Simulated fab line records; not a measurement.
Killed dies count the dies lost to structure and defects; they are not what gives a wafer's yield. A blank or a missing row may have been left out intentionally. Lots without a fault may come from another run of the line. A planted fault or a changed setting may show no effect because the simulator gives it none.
fab line records + flow gf180mcu
record:
- lots: 6
- wafers: 18
- last_day: 36
route steps=602 shown HV_LDD@207
lots that met no fault: from a run of the same line without faults
start_h: hours from the record's first day to the start of the lot's first wafer shown + wait_h: hours since the lot's step before + " identical to the entry in the row above + L1.1+2: one row covering several wafers at once + - either no value or no given start + * or withheld: withheld + < > ~ a bound
route shown NAME@n: a module of which the file shows steps, and the number in the route of the first + usual: average and standard deviation across the fault-free wafers + same: alike in all rows + chamber/n: place in a boat + sites: readings site by site + _std_site: how widely they spread, as a standard deviation + _edge_site: mean of outer sites minus mean of inner sites + radius_mm: for every site, how far away it sits from the centre of the wafer + mask NAME#n: copy n + behind: the last tool/chamber to shape the wafer + hold: why the lot was held/for how many hours/how that ended + device: names the non-switching transistor (n, p or np) + end of line: the same wafers' tests at the end of the route + a step given without rows: its recipe and nothing more + killed: the dies lost at the first sort to structure and to defects; this is not the yield of the wafer + map: a wafer's dies, x killed, . not, _ none there
set.NAME: setting as actually run; set.NAME@STEP: the setting as run at that earlier step + model.NAME: the simulator's own value behind a step, which no gauge read
lots at selected steps of the route; one table per step, one row per wafer
services: from which hour (start_h, from the record's first day; less than 0 if before it) a tool's chamber was out of use, for how many hours, and why
== steps ==
step: GF_HV_LDD_CD_MEAS_31
recipe:
- target_cd_nm: 400
usual:
- cd_nm: 399.9/2.7
| lot.wafer | tool      | chamber | start_h | wait_h | cd_nm |
|-----------|-----------|---------|---------|--------|-------|
| L548.2    | cd_sem-01 | -       | 338.49  | 0.1    | 400.2 |
| L548.3    | "         | -       | "       | "      | 402.7 |
| L548.5    | "         | -       | "       | "      | 402.7 |
| L549.1    | cd_sem-01 | -       | 352.90  | 0.2    | 400.3 |
| L549.3    | "         | -       | "       | "      | 399.4 |
| L549.5    | "         | -       | "       | "      | 400.0 |
| L556.1    | cd_sem-01 | -       | 404.67  | 0.1    | 402.5 |
| L556.3    | "         | -       | "       | "      | 402.8 |
| L556.5    | "         | -       | "       | "      | 401.5 |
| L561.2    | cd_sem-01 | -       | 438.99  | 0.1    | 399.4 |
| L561.5    | "         | -       | "       | "      | 404.9 |
| L561.6    | "         | -       | "       | "      | 401.0 |
| L563.2    | cd_sem-02 | -       | 457.43  | 0.2    | 399.7 |
| L563.3    | "         | -       | "       | "      | 400.1 |
| L563.5    | "         | -       | "       | "      | 399.5 |
| L564.1    | cd_sem-02 | -       | 463.62  | 0.1    | 396.6 |
| L564.2    | "         | -       | "       | "      | 393.6 |
| L564.6    | "         | -       | "       | "      | 396.1 |
step: GF_HV_LDD_OVL_MEAS_32
usual:
- HV_LDD_02_OVL: -0.5/1.4
| lot.wafer | tool       | chamber | start_h | wait_h | HV_LDD_02_OVL[nm] |
|-----------|------------|---------|---------|--------|-------------------|
| L548.2    | overlay-01 | -       | 338.60  | 0.1    | -1.3              |
| L548.3    | "          | -       | "       | "      | 1.0               |
| L548.5    | "          | -       | "       | "      | -1.1              |
| L549.1    | overlay-02 | -       | 353.02  | 0.1    | -0.9              |
| L549.3    | "          | -       | "       | "      | -0.8              |
| L549.5    | "          | -       | "       | "      | -1.9              |
| L556.1    | overlay-01 | -       | 404.79  | 0.1    | 0.8               |
| L556.3    | "          | -       | "       | "      | -0.4              |
| L556.5    | "          | -       | "       | "      | -1.1              |
| L561.2    | overlay-01 | -       | 439.09  | 0.1    | 0.4               |
| L561.5    | "          | -       | "       | "      | 1.4               |
| L561.6    | "          | -       | "       | "      | -2.0              |
| L563.2    | overlay-01 | -       | 457.53  | 0.1    | 2.0               |
| L563.3    | "          | -       | "       | "      | -2.0              |
| L563.5    | "          | -       | "       | "      | -0.7              |
| L564.1    | overlay-01 | -       | 463.74  | 0.1    | 2.0               |
| L564.2    | "          | -       | "       | "      | 0.1               |
| L564.6    | "          | -       | "       | "      | -1.2              |
step: GF_HV_LDD_IMPLANT_33
recipe:
- species: P
- energy_kev: 60
- dose_cm2: 7.5e+12
- tilt_deg: 30
- rotation_deg: 0
step: GF_HV_LDD_IMPLANT_34
recipe:
- species: P
- energy_kev: 60
- dose_cm2: 7.5e+12
- tilt_deg: 30
- rotation_deg: 90
step: GF_HV_LDD_IMPLANT_35
recipe:
- species: P
- energy_kev: 60
- dose_cm2: 7.5e+12
- tilt_deg: 30
- rotation_deg: 180
step: GF_HV_LDD_IMPLANT_36
recipe:
- species: P
- energy_kev: 60
- dose_cm2: 7.285e+12
- tilt_deg: 30
- rotation_deg: 270
step: GF_HV_LDD_STRIP_37
recipe:
- chemistry: O2/N2
- power_w: 1400
- pressure_mtorr: 1500
- platen_temp_c: 250
- o2_flow_sccm: 3000
- n2_flow_sccm: 300
- overash_fraction: 0.5
usual:
- drypump_motor_current_A: 6.0/0.32
- heater_power_w: 332/39
- oes_product_au: 0.716/0.0047
- strip_time_to_endpoint_s: 12.64/0.032
| lot.wafer | tool            | chamber | start_h | wait_h | drypump_motor_current_A | heater_power_w | oes_product_au | rf_hours_counter_h | strip_time_to_endpoint_s |
|-----------|-----------------|---------|---------|--------|-------------------------|----------------|----------------|--------------------|--------------------------|
| L548.2    | plasma_asher-04 | 1       | 339.23  | 0.1    | 5.8                     | 317            | 0.723          | 70                 | 12.61                    |
| L548.3    | "               | 0       | "       | "      | 5.7                     | 381            | 0.708          | -                  | 12.59                    |
| L548.5    | "               | 1       | "       | "      | 5.8                     | 313            | 0.718          | -                  | 12.62                    |
| L549.1    | plasma_asher-02 | 1       | 353.65  | 0.1    | 6.2                     | 387            | 0.713          | 48                 | 12.62                    |
| L549.3    | "               | 1       | "       | "      | 6.2                     | 397            | 0.714          | -                  | 12.61                    |
| L549.5    | "               | 1       | "       | "      | 6.2                     | 395            | 0.720          | -                  | 12.58                    |
| L556.1    | plasma_asher-04 | 0       | 405.42  | 0.1    | 5.6                     | 376            | 0.715          | 77                 | 12.63                    |
| L556.3    | "               | 1       | "       | "      | 5.8                     | 314            | 0.715          | -                  | 12.62                    |
| L556.5    | "               | 0       | "       | "      | 5.6                     | 383            | 0.720          | -                  | 12.66                    |
| L561.2    | plasma_asher-03 | 0       | 439.72  | 0.1    | 5.8                     | 293            | 0.714          | 1                  | 12.64                    |
| L561.5    | "               | 0       | "       | "      | 5.8                     | 305            | 0.728          | -                  | 12.64                    |
| L561.6    | "               | 1       | "       | "      | 6.6                     | 300            | 0.717          | -                  | 12.63                    |
| L563.2    | plasma_asher-02 | 0       | 458.16  | 0.1    | 5.9                     | 310            | 0.724          | 59                 | 12.67                    |
| L563.3    | "               | 0       | "       | "      | 5.9                     | 300            | 0.727          | -                  | 12.64                    |
| L563.5    | "               | 0       | "       | "      | 5.9                     | 304            | 0.709          | -                  | 12.61                    |
| L564.1    | plasma_asher-03 | 0       | 464.37  | 0.1    | 5.8                     | 293            | 0.724          | 4                  | 12.67                    |
| L564.2    | "               | 1       | "       | "      | 6.6                     | 295            | 0.707          | 4                  | 12.70                    |
| L564.6    | "               | 1       | "       | "      | 6.6                     | 306            | 0.715          | -                  | 12.67                    |
step: GF_HV_LDD_TW_MEAS_38
usual:
- HV_LDD_3_TW: 1416/17
| lot.wafer | tool          | chamber | start_h | wait_h | HV_LDD_3_TW |
|-----------|---------------|---------|---------|--------|-------------|
| L548.2    | film_metro-02 | -       | 339.34  | 0.1    | 1398        |
| L548.3    | "             | -       | "       | "      | 1404        |
| L548.5    | "             | -       | "       | "      | 1398        |
| L549.1    | film_metro-03 | -       | 353.75  | 0.1    | 1437        |
| L549.3    | "             | -       | "       | "      | 1440        |
| L549.5    | "             | -       | "       | "      | 1439        |
| L556.1    | film_metro-02 | -       | 405.52  | 0.1    | 1402        |
| L556.3    | "             | -       | "       | "      | 1395        |
| L556.5    | "             | -       | "       | "      | 1397        |
| L561.2    | film_metro-02 | -       | 439.83  | 0.1    | 1406        |
| L561.5    | "             | -       | "       | "      | 1402        |
| L561.6    | "             | -       | "       | "      | 1410        |
| L563.2    | film_metro-04 | -       | 458.27  | 0.1    | 1429        |
| L563.3    | "             | -       | "       | "      | 1427        |
| L563.5    | "             | -       | "       | "      | 1424        |
| L564.1    | film_metro-04 | -       | 464.47  | 0.1    | 1421        |
| L564.2    | "             | -       | "       | "      | 1415        |
| L564.6    | "             | -       | "       | "      | 1429        |
step: GF_HV_LDD_DEHYDRATE_39
recipe:
- temp_c: 200
- time_s: 60
step: GF_HV_LDD_HMDS_40
recipe:
- prime_time_s: 60
- prime_temp_c: 120
step: GF_HV_LDD_COAT_41
recipe:
- resist: NOVOLAK
- spin_rpm: 3000
- resist_thk_nm: 1000
step: GF_HV_LDD_SOFTBAKE_42
recipe:
- temp_c: 90
- time_s: 60
- resist: NOVOLAK
step: GF_HV_LDD_EXPOSE_43
recipe:
- mask_id: Pplus_HV_AREA
- target_cd_nm: 400
- na: 0.6
- source_shape: conventional
- sigma_outer: 0.6
- dose_mj: 140
usual:
- exposure_dose_mJ_cm2: 140.01/0.14
- focus_offset_nm: 0.1/0.48
- na: 0.6/0
| lot.wafer | tool             | chamber | start_h | wait_h | mask            | exposure_dose_mJ_cm2 | focus_offset_nm | na  | model.HV_LDD.overlay_y_nm | model.HV_LDD.overlay_x_nm |
|-----------|------------------|---------|---------|--------|-----------------|----------------------|-----------------|-----|---------------------------|---------------------------|
| L548.2    | iline_stepper-02 | -       | 351.33  | -      | Pplus_HV_AREA#0 | -                    | -               | -   | 0.3196                    | 0.4038                    |
| L548.3    | "                | -       | "       | "      | Pplus_HV_AREA#0 | -                    | -               | -   | 0.3196                    | 0.4038                    |
| L548.5    | "                | -       | "       | "      | Pplus_HV_AREA#0 | -                    | -               | -   | 0.3196                    | 0.4038                    |
| L549.1    | iline_stepper-02 | -       | 364.42  | -      | Pplus_HV_AREA#0 | -                    | -               | -   | -0.4826                   | -0.1516                   |
| L549.3    | "                | -       | "       | "      | Pplus_HV_AREA#0 | -                    | -               | -   | -0.4826                   | -0.1516                   |
| L549.5    | "                | -       | "       | "      | Pplus_HV_AREA#0 | -                    | -               | -   | -0.4826                   | -0.1516                   |
| L556.1    | iline_stepper-02 | 0       | 417.74  | -      | Pplus_HV_AREA#0 | 140.10               | 0.5             | 0.6 | -0.7481                   | -0.1113                   |
| L556.3    | "                | 0       | "       | "      | Pplus_HV_AREA#0 | 139.87               | 0.3             | 0.6 | -0.7481                   | -0.1113                   |
| L556.5    | "                | 0       | "       | "      | Pplus_HV_AREA#0 | 140.27               | 0.3             | 0.6 | -0.7481                   | -0.1113                   |
| L561.2    | iline_stepper-02 | 0       | 452.54  | -      | Pplus_HV_AREA#0 | 140.13               | -0.8            | 0.6 | 0.5173                    | -1.343                    |
| L561.5    | "                | 0       | "       | "      | Pplus_HV_AREA#0 | 140.09               | -0.7            | 0.6 | 0.5173                    | -1.343                    |
| L561.6    | "                | 0       | "       | "      | Pplus_HV_AREA#0 | 139.78               | -0.7            | 0.6 | 0.5173                    | -1.343                    |
| L563.2    | iline_stepper-01 | 0       | 470.89  | -      | Pplus_HV_AREA#0 | 140.20               | -0.3            | 0.6 | 0.5659                    | -0.5199                   |
| L563.3    | "                | 0       | "       | "      | Pplus_HV_AREA#0 | 139.99               | -0.2            | 0.6 | 0.5659                    | -0.5199                   |
| L563.5    | "                | 0       | "       | "      | Pplus_HV_AREA#0 | 140.03               | -0.4            | 0.6 | 0.5659                    | -0.5199                   |
| L564.1    | iline_stepper-01 | 0       | 476.62  | -      | Pplus_HV_AREA#0 | 140.24               | 0.7             | 0.6 | 1.246                     | -0.09481                  |
| L564.2    | "                | 0       | "       | "      | Pplus_HV_AREA#0 | 140.20               | -1.0            | 0.6 | 1.246                     | -0.09481                  |
| L564.6    | "                | 0       | "       | "      | Pplus_HV_AREA#0 | 140.07               | 0.2             | 0.6 | 1.246                     | -0.09481                  |
step: GF_HV_LDD_PEB_44
recipe:
- temp_c: withheld
- time_s: *
- resist: NOVOLAK
== services ==
| tool             | chamber | start_h | hours | kind                    |
|------------------|---------|---------|-------|-------------------------|
| iline_stepper-01 | -       | 318.32  | 2.1   | pm                      |
| iline_stepper-01 | -       | 320.41  | -     | consumable_replace:lamp |
| iline_stepper-02 | -       | 348.12  | 1.0   | repair                  |
| plasma_asher-03  | -       | 421.25  | 9.0   | pm                      |
| plasma_asher-03  | 0       | 421.25  | 9.0   | vent_cycle              |
| plasma_asher-03  | 1       | 421.25  | 9.0   | vent_cycle              |
| iline_stepper-02 | -       | 421.29  | 1.7   | pm                      |
| iline_stepper-02 | 0       | 423.27  | -     | calibration             |
| plasma_asher-03  | 0       | 430.25  | -     | clean                   |
| plasma_asher-03  | 1       | 430.25  | -     | clean                   |
| iline_stepper-02 | -       | 431.80  | 0.7   | repair                  |
| iline_stepper-01 | 0       | 431.88  | -     | calibration             |
| iline_stepper-02 | -       | 440.50  | 1.7   | repair                  |
| iline_stepper-02 | -       | 455.73  | 7.2   | repair                  |
| iline_stepper-01 | -       | 465.19  | 0.8   | pm                      |
| plasma_asher-02  | -       | 469.47  | 9.2   | repair                  |
== key ==
first_sign:
- step: GF_HV_LDD_EXPOSE_43
- reading: tool_record
- direction: missing
effect none on later readings
model_effect:
- step: GF_HV_LDD_EXPOSE_43
- value: HV_LDD.overlay_y_nm
- without: 0.2351
- struck: -0.08148
met_at GF_HV_LDD_EXPOSE_43
struck_wafers L548.2,L548.3,L548.5,L549.1,L549.3,L549.5
later_rows_left_out L548.2,L548.3,L548.5,L549.1,L549.3,L549.5
sort_left_out L548.2,L548.3,L548.5,L549.1,L549.3,L549.5
tester_left_out L548,L549
fault:
- kind: skipped_step_whole
- tool: iline_stepper-02
- chamber: -
- onset_h: 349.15
- steps: GF_HV_LDD_EXPOSE_43
- scope: struck_lots_only
tester_left_out: of these lots the tester's yield and bins aren't shown, on N5 and GAA mostly nor the transistor test; their killed dies are dies lost to structure and defects alone, not to doping, threshold or leakage, so they don't give the yield
sort_left_out: the simulated sort isn't trusted on such a fault, so these wafers' sort isn't shown, and their yield isn't known
later_rows_left_out: the simulator's readings of these wafers behind a module that went badly wrong aren't trusted and aren't shown, but for the sort
